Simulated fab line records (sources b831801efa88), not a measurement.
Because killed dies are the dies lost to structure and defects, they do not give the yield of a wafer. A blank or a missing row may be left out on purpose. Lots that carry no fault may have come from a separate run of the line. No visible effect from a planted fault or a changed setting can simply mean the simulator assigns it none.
Comparing a struck lot with a sound one ; flow sky130 ; 18 out of 708 route steps
Sound: wafers L981.1, L981.2, L981.3. Struck: wafer L993.1 (left out: L993.3, a lot-mate that was not struck); the cause follows at the end.
Order at every step that has rows: each side's tool, ch and its chambers, its first start. Under that, the readings that differ: sound wafers ; struck wafers ; difference of the means ; sigmas: that difference in standard deviations of wafers without a fault.
alike: a reading whose means differ by less than 2 such deviations, as well as words and numbers matching on both sides. not compared: withheld readings; readings where some wafer has no value; bounds like >300 that might hide an equal value; numbers whose values overlap and for which the record gives no deviation.
A row with sigmas, a row that says differs or no value, or rows on one side alone: a step with any of these is where the two part. Non-overlapping numbers with no deviation appear without sigmas and do not part them. A reading missing from all wafers of one side parts the sides only when that side holds two or more wafers.

first, 4 steps without rows for these wafers: SKY_VT_ADJUST_LVTN_SOFTBAKE_14 (time 60 s); SKY_VT_ADJUST_LVTN_EXPOSE_15 (exposes mask HVN STD DERIVED, target cd 600 nm); SKY_VT_ADJUST_LVTN_PEB_16; SKY_VT_ADJUST_LVTN_DEVELOP_17 (develop time 60 s).
SKY_VT_ADJUST_LVTN_OVL_MEAS_18:
  struck on overlay-01, day 11 18:19; sound on overlay-01, day 8 04:08
  alike: VT_ADJUST_LVTN_01_OVL
following that, these wafers have no rows for 1 step: SKY_VT_ADJUST_LVTN_IMPLANT_19.
SKY_VT_ADJUST_LVTN_STRIP_20: strips in O2/N2.
  sound on plasma-asher-01 ch 0,1, day 8 04:19; struck on plasma-asher-01 ch 0, day 11 18:31
  alike: drypump-motor-current-A, oes-product-au, strip-time-to-endpoint-s
  not compared: rf-hours-counter-h
SKY_VT_ADJUST_LVTN_TW_MEAS_21:
  struck on film-metro-02, day 11 18:37; sound on film-metro-02, day 8 04:25
  alike: VT_ADJUST_LVTN_2_TW
then, 4 steps without rows for these wafers: SKY_VT_ADJUST_NCORE_DEHYDRATE_00 (time 60 s); SKY_VT_ADJUST_NCORE_HMDS_01 (prime time 60 s); SKY_VT_ADJUST_NCORE_COAT_02 (resist thk 1140 nm); SKY_VT_ADJUST_NCORE_SOFTBAKE_03 (time 60 s).
SKY_VT_ADJUST_NCORE_EXPOSE_04: exposes mask LVTN COMPLEMENT THIN, target cd 380 nm.
  sound on iline-stepper-02 ch 0, day 8 14:49; struck on iline-stepper-01 ch 0, day 12 06:37
  alike: mask
then, 2 steps without rows for these wafers: SKY_VT_ADJUST_NCORE_PEB_05; SKY_VT_ADJUST_NCORE_DEVELOP_06 (develop time 60 s).
SKY_VT_ADJUST_NCORE_CD_MEAS_07 targets a cd of 380 nm.
  struck on cd-sem-02, day 12 18:28; sound on cd-sem-02, day 9 01:07
reading;sound;struck;difference;sigmas
cd-nm (nm);377.5 376.2 375.1;351.9;-24.4;-9
  not compared: hold
SKY_VT_ADJUST_NCORE_OVL_MEAS_08:
  struck on overlay-02, day 12 19:31; sound on overlay-01, day 9 01:14
reading;sound;struck;difference;sigmas
hold;- - -;await-dispo/0.9h/release;no value on the sound wafers;
  alike: VT_ADJUST_NCORE_OVL
following that, these wafers have no rows for 1 step: SKY_PAD_OPEN_PROBE_99.

== WHERE THEY PART ==
At SKY_VT_ADJUST_NCORE_CD_MEAS_07 first; at SKY_VT_ADJUST_NCORE_OVL_MEAS_08 last (within this record only).

WHY: whatever the simulator had introduced
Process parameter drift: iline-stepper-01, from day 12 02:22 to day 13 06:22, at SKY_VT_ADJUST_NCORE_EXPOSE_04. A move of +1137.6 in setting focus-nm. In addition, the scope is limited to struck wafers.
